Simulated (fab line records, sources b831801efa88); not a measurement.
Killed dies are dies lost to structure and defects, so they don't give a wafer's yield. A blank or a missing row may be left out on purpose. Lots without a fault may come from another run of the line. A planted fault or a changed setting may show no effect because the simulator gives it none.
Which tool did it? | flow gf180mcu | 12 lots, 36 wafers sampled, at 5 steps of a route of 602

WHAT THE GAUGES READ, wafer by wafer
GF_LVPWELL_TW_MEAS_11. Usual: LVPWELL_TW 564.4, standard deviation 2.4.
lot  | measured    | on            | LVPWELL_TW        | flag
L378 | day 3 21:25 | film_metro-01 | 558.3 560.3 560.4 |
L379 | day 4 05:18 | film_metro-03 | 562.8 562.6 563.5 |
L380 | day 4 07:31 | film_metro-02 | 566.9 568.7 566.7 |
L381 | day 4 13:01 | film_metro-02 | 568.6 566.4 565.5 |
L390 | day 6 18:21 | film_metro-01 | 532.4 534.2 534.7 | OFF
L391 | day 6 22:46 | film_metro-03 | 570.6 565.7 570.2 |
L392 | day 7 03:44 | film_metro-02 | 539.5 540.6 538.4 | OFF
L394 | day 7 15:29 | film_metro-01 | 565.7 564.3 564.6 |
L396 | day 8 01:20 | film_metro-01 | 561.6 562.2 560.5 |
L397 | day 8 07:45 | film_metro-01 | 560.9 562.4 560.0 |
L398 | day 8 13:26 | film_metro-02 | 562.8 564.5 563.5 |
L399 | day 8 19:29 | film_metro-02 | 566.5 565.4 562.1 |

GF_VT_IMPLANT_RS_MEAS_48: measures by four-point-probe. Usual: LVPWELL_RS 1195.7 ohm/sq, standard deviation 2.7.
lot  | measured     | on            | LVPWELL_RS (ohm/sq)  | flag
L378 | day 7 13:36  | film_metro-01 | 1191.5 1195.5 1195.1 |
L379 | day 7 22:34  | film_metro-03 | 1195.6 1197.5 1195.2 |
L380 | day 8 03:04  | film_metro-02 | 1197.0 1191.7 1194.8 |
L381 | day 8 08:55  | film_metro-02 | 1198.6 1198.6 1196.7 |
L390 | day 10 23:48 | film_metro-01 | 1326.7 1320.8 1319.9 | OFF
L391 | day 11 05:04 | film_metro-03 | 1200.5 1199.8 1199.0 |
L392 | day 11 13:10 | film_metro-02 | 1323.6 1325.5 1323.6 | OFF
L394 | day 12 01:36 | film_metro-02 | 1193.8 1193.0 1191.3 |
L396 | day 12 13:23 | film_metro-02 | 1197.7 1195.6 1194.2 |
L397 | day 12 20:08 | film_metro-01 | 1194.8 1194.7 1196.3 |
L398 | day 13 04:32 | film_metro-01 | 1196.5 1193.9 1193.8 |
L399 | day 13 12:19 | film_metro-03 | 1197.4 1197.0 1198.2 |

GF_V2_THK_MEAS_03. Usual: V2_CVD_02_THK 848 nm, standard deviation 11.
lot  | measured     | on            | V2_CVD_02_THK (nm) | flag
L378 | day 19 07:18 | film_metro-03 | 818 839 854        |
L379 | day 19 18:19 | film_metro-01 | 834 855 865        |
L380 | day 19 23:20 | film_metro-02 | 815 827 854        |
L381 | day 20 09:46 | film_metro-03 | 865 854 860        |
L390 | day 23 15:23 | film_metro-03 | 835 859 860        |
L391 | day 23 21:31 | film_metro-01 | 838 848 852        |
L392 | day 24 11:15 | film_metro-02 | 840 860 857        |
L394 | day 24 22:07 | film_metro-01 | 844 856 854        |
L396 | day 25 13:35 | film_metro-01 | 829 852 858        |
L397 | day 25 19:25 | film_metro-01 | 838 855 858        |
L398 | day 26 06:10 | film_metro-01 | 834 841 851        |
L399 | day 26 14:22 | film_metro-02 | 840 830 851        |

WHICH TOOL RAN EACH LOT (tool, then ch and the chambers of the sampled wafers, then the start)
lot  | GF_LVPWELL_IMPLANT_08          | GF_V1_ETCH_16
L378 | implanter-03 ch 0, day 3 21:01 | rie_diel-02 ch 0,3, day 18 04:35
L379 | implanter-02 ch 0, day 4 04:54 | rie_diel-03 ch 1,2,3, day 18 15:00
L380 | implanter-04 ch 0, day 4 07:07 | rie_diel-03 ch 1,3, day 18 19:15
L381 | implanter-02 ch 0, day 4 12:40 | rie_diel-03 ch 0,2,3, day 19 06:31
L390 | implanter-02 ch 0, day 6 17:59 | rie_diel-03 ch 0,2, day 22 14:07
L391 | implanter-04 ch 0, day 6 22:25 | rie_diel-02 ch 0,3, day 22 20:12
L392 | implanter-02 ch 0, day 7 03:20 | rie_diel-03 ch 1,3, day 23 10:01
L394 | implanter-03 ch 0, day 7 15:07 | rie_diel-02 ch 1,2, day 23 21:37
L396 | implanter-03 ch 0, day 8 00:58 | rie_diel-03 ch 0,1, day 24 13:12
L397 | implanter-03 ch 0, day 8 07:23 | rie_diel-04 ch 0,1,3, day 24 19:34
L398 | implanter-03 ch 0, day 8 13:02 | rie_diel-02 ch 0,2, day 25 06:31
L399 | implanter-03 ch 0, day 8 19:05 | rie_diel-02 ch 0,1,2, day 25 15:08
- GF_LVPWELL_IMPLANT_08
- GF_V1_ETCH_16: etches BARC in N2/H2.

WHAT THE TOOLS THEMSELVES READ (means of the sampled wafers that have a number; where no wafer has one, the mark that the record gives instead)
GF_LVPWELL_IMPLANT_08. Usual: beam_on_s 9.97 s, standard deviation 0.21; dose_ions_cm2 1.4997e+13, standard deviation 2e+10; faraday_current_uA 84.8, standard deviation 1.8.
lot  | tool         | beam_on_s (s) | dose_ions_cm2 | faraday_current_uA | flag
L378 | implanter-03 | 10.07         | 1.4984e+13    | 84.1               |
L379 | implanter-02 | 9.93          | 1.5009e+13    | 85.1               |
L380 | implanter-04 | 9.97          | 1.5000e+13    | 84.7               |
L381 | implanter-02 | 9.88          | 1.4983e+13    | 85.6               |
L390 | implanter-02 | 9.75          | 1.2207e+13    | 70.6               | OFF
L391 | implanter-04 | 10.08         | 1.4996e+13    | 83.9               |
L392 | implanter-02 | 9.92          | 1.2235e+13    | 69.3               | OFF
L394 | implanter-03 | 10.00         | 1.4986e+13    | 84.5               |
L396 | implanter-03 | 10.17         | 1.5003e+13    | 83.2               |
L397 | implanter-03 | 9.90          | 1.5020e+13    | 85.2               |
L398 | implanter-03 | 10.20         | 1.5006e+13    | 83.0               |
L399 | implanter-03 | 9.95          | 1.4995e+13    | 85.1               |

GF_V1_ETCH_16. Usual: drypump_motor_current_A 5.7 A, standard deviation 0.66; oes_product_au 0.856 a.u., standard deviation 0.0047; throttle_valve_pct 13.224 %, standard deviation 0.009.
lot  | tool        | drypump_motor_current_A (A) | oes_product_au (a.u.) | throttle_valve_pct (%) | flag
L378 | rie_diel-02 | 5.6                         | 0.852                 | 13.229                 |
L379 | rie_diel-03 | 5.4                         | 0.859                 | 13.219                 |
L380 | rie_diel-03 | 5.3                         | 0.857                 | 13.226                 |
L381 | rie_diel-03 | 6.1                         | 0.853                 | 13.218                 |
L390 | rie_diel-03 | 5.6                         | 0.861                 | 13.218                 |
L391 | rie_diel-02 | 5.5                         | 0.854                 | 13.217                 |
L392 | rie_diel-03 | 5.3                         | 0.856                 | 13.220                 |
L394 | rie_diel-02 | 6.0                         | 0.853                 | 13.235                 |
L396 | rie_diel-03 | 5.2                         | 0.856                 | 13.223                 |
L397 | rie_diel-04 | 5.7                         | 0.856                 | 13.227                 |
L398 | rie_diel-02 | 6.1                         | 0.858                 | 13.222                 |
L399 | rie_diel-02 | 5.9                         | 0.860                 | 13.227                 |

THE ANSWER, worked out from the rows above alone
Rule: a lot is off if the mean of its wafers that have a number lies more than 3 standard deviations from the usual mean. A lot without any number at a reading at which 4 lots or more have one is off too. The other lots that the step has rows for count as sound. The gauges are gone through in route order, then the tools' own readings, and for those a lot's mean is taken as printed above. The first step at which some lot is off is used, and at that step the reading that is off furthest; a lot without a number counts as furthest.
Off: L390, L392, at GF_LVPWELL_TW_MEAS_11 (LVPWELL_TW).
A tool fits if, at a process step before that reading, it ran every lot that is off, and no sound lot after the first of them. The gauges at GF_LVPWELL_TW_MEAS_11 aren't tried: what is off there is off at GF_LVPWELL_IMPLANT_08 too, on other tools, and a gauge's error can't cause that. One fits: implanter-02 at GF_LVPWELL_IMPLANT_08. Its last sound lot is L381 (day 4 12:40), its first lot that is off L390 (day 6 17:59): a fault that began between those two fits.
The tool's own readings at GF_LVPWELL_IMPLANT_08 bear it out: on the lots that are off they differ by more than 5 times the standard deviation of the sound lots' means. dose_ions_cm2 reads 1.2221e+13 there against 1.4998e+13 on the sound lots; faraday_current_uA reads 69.9 there against 84.4 on the sound lots.

WHAT THE SIMULATOR HAD PUT IN
Process parameter drift: implanter-02, from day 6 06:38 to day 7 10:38, at GF_LVPWELL_IMPLANT_08. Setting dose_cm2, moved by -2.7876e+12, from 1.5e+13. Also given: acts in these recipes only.
Lots struck among those shown: L390, L392. The rule above found the same.
